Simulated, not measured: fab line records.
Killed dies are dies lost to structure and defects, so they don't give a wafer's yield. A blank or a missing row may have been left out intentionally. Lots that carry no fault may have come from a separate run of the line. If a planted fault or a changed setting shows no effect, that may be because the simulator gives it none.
The tool behind it: which one? :: flow sky130 :: 72 wafers from 24 lots sampled at 2 of the route's 708 steps

== WHAT EACH GAUGE READ, for each wafer ==
SKY_VT_ADJUST_HVTP_TW_MEAS_11.
lot: L074
measured: day 5 23:26
on: film-metro-02
VT_ADJUST_HVTP_TW: 1354 1357 1349

lot: L075
measured: day 6 07:59
on: film-metro-01
VT_ADJUST_HVTP_TW: 1356 1364 1348

lot: L076
measured: day 6 13:05
on: film-metro-02
VT_ADJUST_HVTP_TW: 1355 1354 1353

lot: L077
measured: day 6 21:08
on: film-metro-01
VT_ADJUST_HVTP_TW: 1347 1344 1353

lot: L079
measured: day 7 12:20
on: film-metro-02
VT_ADJUST_HVTP_TW: 1350 1355 1359

lot: L078
measured: day 7 12:49
on: film-metro-01
VT_ADJUST_HVTP_TW: 1338 1343 1338

lot: L080
measured: day 8 05:35
on: film-metro-01
VT_ADJUST_HVTP_TW: 1346 1341 1345

lot: L081
measured: day 8 05:52
on: film-metro-04
VT_ADJUST_HVTP_TW: 1345 1346 1347

lot: L082
measured: day 8 15:40
on: film-metro-02
VT_ADJUST_HVTP_TW: 1355 1345 1345

lot: L083
measured: day 8 20:26
on: film-metro-02
VT_ADJUST_HVTP_TW: 1341 1346 1344

lot: L084
measured: day 9 06:45
on: film-metro-04
VT_ADJUST_HVTP_TW: 1354 1359 1349

lot: L086
measured: day 9 10:22
on: film-metro-02
VT_ADJUST_HVTP_TW: 1353 1343 1347

lot: L085
measured: day 9 10:40
on: film-metro-01
VT_ADJUST_HVTP_TW: 1345 1347 1341

lot: L087
measured: day 9 13:37
on: film-metro-04
VT_ADJUST_HVTP_TW: 1356 1358 1358

lot: L089
measured: day 9 22:55
on: film-metro-02
VT_ADJUST_HVTP_TW: 1349 1349 1360

lot: L088
measured: day 9 23:40
on: film-metro-01
VT_ADJUST_HVTP_TW: 1346 1343 1336

lot: L090
measured: day 10 11:01
on: film-metro-02
VT_ADJUST_HVTP_TW: 1352 1361 1352

lot: L091
measured: day 10 14:26
on: film-metro-02
VT_ADJUST_HVTP_TW: 1356 1354 1362

lot: L092
measured: day 10 19:13
on: film-metro-01
VT_ADJUST_HVTP_TW: 1345 1343 1351

lot: L093
measured: day 11 02:12
on: film-metro-01
VT_ADJUST_HVTP_TW: 1358 1366 1362

lot: L094
measured: day 11 08:53
on: film-metro-02
VT_ADJUST_HVTP_TW: 1356 1349 1359

lot: L095
measured: day 11 15:57
on: film-metro-01
VT_ADJUST_HVTP_TW: 1362 1360 1364

lot: L096
measured: day 11 23:10
on: film-metro-02
VT_ADJUST_HVTP_TW: 1356 1352 1349

lot: L097
measured: day 12 07:20
on: film-metro-02
VT_ADJUST_HVTP_TW: 1351 1347 1350

SKY_VT_ADJUST_NCORE_CD_MEAS_07 targets a cd of 380 nm.
lot: L074
measured: day 8 10:37
on: cd-sem-02
cd-nm (nm): 378.6 377.4 377.8

lot: L075
measured: day 8 21:02
on: cd-sem-02
cd-nm (nm): 381.1 380.0 378.2

lot: L076
measured: day 9 01:07
on: cd-sem-01
cd-nm (nm): 379.1 379.8 378.7

lot: L077
measured: day 9 11:14
on: cd-sem-01
cd-nm (nm): 379.3 380.7 379.8

lot: L079
measured: day 10 03:26
on: cd-sem-01
cd-nm (nm): 379.3 378.8 378.0

lot: L078
measured: day 10 05:16
on: cd-sem-02
cd-nm (nm): 379.3 381.7 379.4

lot: L080
measured: day 11 00:13
on: cd-sem-02
cd-nm (nm): 381.9 375.1 380.0

lot: L081
measured: day 11 00:52
on: cd-sem-01
cd-nm (nm): 383.7 380.5 381.6

lot: L082
measured: day 11 12:00
on: cd-sem-01
cd-nm (nm): 377.5 377.8 378.8

lot: L083
measured: day 11 17:20
on: cd-sem-01
cd-nm (nm): 377.0 377.0 376.2

lot: L084
measured: day 12 05:38
on: cd-sem-01
cd-nm (nm): 383.3 386.9 383.1

lot: L086
measured: day 12 08:16
on: cd-sem-01
cd-nm (nm): 379.9 380.2 381.6

lot: L085
measured: day 12 08:34
on: cd-sem-01
cd-nm (nm): 379.3 377.2 375.8

lot: L087
measured: day 12 13:27
on: cd-sem-01
cd-nm (nm): 379.7 377.1 375.7

lot: L089
measured: day 12 21:55
on: cd-sem-02
cd-nm (nm): 380.8 382.1 381.0

lot: L088
measured: day 13 00:04
on: cd-sem-02
cd-nm (nm): 379.8 381.3 379.3

lot: L090
measured: day 13 13:17
on: cd-sem-01
cd-nm (nm): 377.4 379.1 377.8

lot: L091
measured: day 13 15:59
on: cd-sem-01
cd-nm (nm): 382.1 383.7 381.8

lot: L092
measured: day 13 22:22
on: cd-sem-01
cd-nm (nm): 378.6 380.3 380.4

lot: L093
measured: day 14 05:16
on: cd-sem-02
cd-nm (nm): 383.2 384.7 384.2

lot: L094
measured: day 14 12:53
on: cd-sem-01
cd-nm (nm): 381.7 383.2 382.9

lot: L095
measured: day 14 19:43
on: cd-sem-02
cd-nm (nm): 378.4 379.2 378.0

lot: L096
measured: day 15 04:49
on: cd-sem-01
cd-nm (nm): 379.8 380.4 382.6

lot: L097
measured: day 15 14:43
on: cd-sem-02
cd-nm (nm): 379.8 377.7 379.4

== WHAT TOOL EACH LOT RAN ON (gives the tool, then ch and the chambers of the sampled wafers, and finally the start) ==
No process step before these readings appears in the record.

== AS READ BY THE TOOLS THEMSELVES (means over the sampled wafers that have a number; for cases with no such wafer, the mark the record gives instead) ==
The record holds no such reading with a usual standard deviation.

== THE ANSWER, worked out from the rows above alone ==
Rule: the lots themselves supply what counts as usual. The widest of any qualifying gaps counts: lots, ordered by their means at a reading, are off when they make up no more than a third of the lots, leave a main group of 4 or more, and stand apart from it by 3 or more times the standard deviation of that group's means. The tables above print the reading to a certain number of digits; a main group whose means all agree to those digits is not used. A lot without any number at a reading at which 4 lots or more have one is off too. Where the step has rows for the other lots, those lots are counted as sound. First the gauges in route order, then the tools' own readings, where a lot's mean is used as printed above. At the first step where some lot is off, the reading lying furthest off is the one used; lots without a number count as furthest.
None of the lots is off at any reading shown; this tells nothing.

== WHAT WAS PUT IN BY THE SIMULATOR ==
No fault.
